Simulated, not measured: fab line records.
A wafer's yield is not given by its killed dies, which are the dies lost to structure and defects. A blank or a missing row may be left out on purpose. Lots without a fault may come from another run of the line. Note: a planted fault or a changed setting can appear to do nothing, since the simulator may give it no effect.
Which of the tools did it?	flow gf180mcu	13 lots, 39 wafers sampled, at 3 steps of a route of 602

== WHAT THE GAUGES READ, wafer by wafer ==
GF_NWELL_OVL_MEAS_07. Usual: for NWELL_OVL the level is 0.2 nm and the standard deviation is 1.4.
lot	measured	on	NWELL_OVL (nm)	flag
L913	day 3 15:13	overlay-02	1.1 1.6 1.0	
L915	day 4 01:14	overlay-02	1.0 1.0 2.3	
L916	day 4 04:57	overlay-01	1.4 0.3 -1.3	
L917	day 4 13:07	overlay-01	1.2 1.8 0.9	
L918	day 4 17:31	overlay-01	0.3 0.8 0.3	
L920	day 5 03:18	overlay-01	-1.1 0.4 2.9	
L921	day 5 06:54	overlay-01	0.2 1.2 3.0	
L922	day 5 14:24	overlay-02	0.8 -0.3 0.2	
L923	day 5 19:04	overlay-01	2.5 3.6 -0.8	
L928	day 6 22:06	overlay-02	0.5 -1.2 1.1	
L930	day 7 09:09	overlay-02	0.0 -2.8 0.7	
L933	day 8 01:31	overlay-01	-0.9 -1.0 1.4	
L935	day 8 12:52	overlay-01	-0.4 -0.5 -2.0	

GF_VT_IMPLANT_OVL_MEAS_29. Usual: for VT_IMPLANT_02_OVL the level is 0.6 nm and the standard deviation is 1.6.
lot	measured	on	VT_IMPLANT_02_OVL (nm)	flag
L913	day 7 05:16	overlay-02	2.5 1.5 1.5	
L915	day 7 17:47	overlay-01	-0.7 -0.7 0.5	
L916	day 7 22:34	overlay-01	1.1 1.6 0.4	
L917	day 8 09:58	overlay-01	-1.7 -1.1 -1.7	
L918	day 8 10:55	overlay-02	3.7 1.0 0.5	
L920	day 9 00:40	overlay-01	0.1 -0.6 -1.1	
L921	day 9 05:30	overlay-01	-0.7 1.9 3.0	
L922	day 9 13:32	overlay-01	1.2 -0.9 1.5	
L923	day 9 20:10	overlay-01	-0.2 1.3 0.4	
L928	day 11 05:03	overlay-01	1.2 -0.4 1.6	
L930	day 11 17:00	overlay-01	2.2 1.4 1.0	
L933	day 12 12:49	overlay-01	1.4 1.9 2.5	
L935	day 13 02:28	overlay-02	2.8 -0.7 -0.8	

== TOOL THAT RAN EACH LOT (tool first, then ch and the chambers of the sampled wafers, then the start) ==
lot	GF_STI_STRIP_15
L913	plasma asher-04 ch 0,1, day 2 08:08
L915	plasma asher-03 ch 0,1, day 2 18:04
L916	plasma asher-04 ch 0,1, day 2 22:19
L917	plasma asher-04 ch 0,1, day 3 03:35
L918	plasma asher-02 ch 0,1, day 3 08:17
L920	plasma asher-04 ch 0,1, day 3 19:30
L921	plasma asher-02 ch 0,1, day 4 00:17
L922	plasma asher-04 ch 0,1, day 4 05:34
L923	plasma asher-02 ch 0,1, day 4 10:32
L928	plasma asher-03 ch 0,1, day 5 11:41
L930	plasma asher-02 ch 0,1, day 5 21:57
L933	plasma asher-02 ch 1, day 6 13:37
L935	plasma asher-04 ch 0, day 7 00:49
- GF_STI_STRIP_15: strips in O2/N2.

== AS READ BY THE TOOLS THEMSELVES (means over the sampled wafers that have a number; for cases with no such wafer, the mark the record gives instead) ==
GF_STI_STRIP_15. Usual: drypump motor current A 5.79 A, standard deviation 0.29; heater power w 345 W, standard deviation 49; oes product au 0.383 a.u., standard deviation 0.0053; strip time to endpoint s 3.70 s, standard deviation 0.056.
lot	tool	drypump motor current A (A)	heater power w (W)	oes product au (a.u.)	strip time to endpoint s (s)	flag
L913	plasma asher-04	5.74	330	0.380	3.71	
L915	plasma asher-03	5.62	295	0.387	3.70	
L916	plasma asher-04	5.71	328	0.383	3.66	
L917	plasma asher-04	5.71	326	0.388	3.69	
L918	plasma asher-02	5.78	356	0.383	3.71	
L920	plasma asher-04	5.99	360	0.377	3.72	
L921	plasma asher-02	5.81	385	0.383	3.65	
L922	plasma asher-04	5.73	325	0.379	3.70	
L923	plasma asher-02	5.79	352	0.381	3.71	
L928	plasma asher-03	5.60	298	0.383	3.75	
L930	plasma asher-02	5.82	380	0.384	3.70	
L933	plasma asher-02	5.76	327	0.378	3.63	
L935	plasma asher-04	6.19	399	0.384	3.76	

== THE ANSWER, worked out from the rows above alone ==
Rule: a lot is off if the mean of its wafers that have a number lies more than 3 standard deviations from the usual mean. A lot without any number at a reading at which 4 lots or more have one is off too. The other lots that the step has rows for count as sound. Order of review: gauges by route order, followed by the tools' own readings, for which a lot's mean as printed above is used. The first step at which some lot is off is used, and at that step the reading that is off furthest; a lot without a number counts as furthest.
Across all readings shown, no lot is off: no conclusion can be drawn from this.

== WHAT THE SIMULATOR PUT IN ==
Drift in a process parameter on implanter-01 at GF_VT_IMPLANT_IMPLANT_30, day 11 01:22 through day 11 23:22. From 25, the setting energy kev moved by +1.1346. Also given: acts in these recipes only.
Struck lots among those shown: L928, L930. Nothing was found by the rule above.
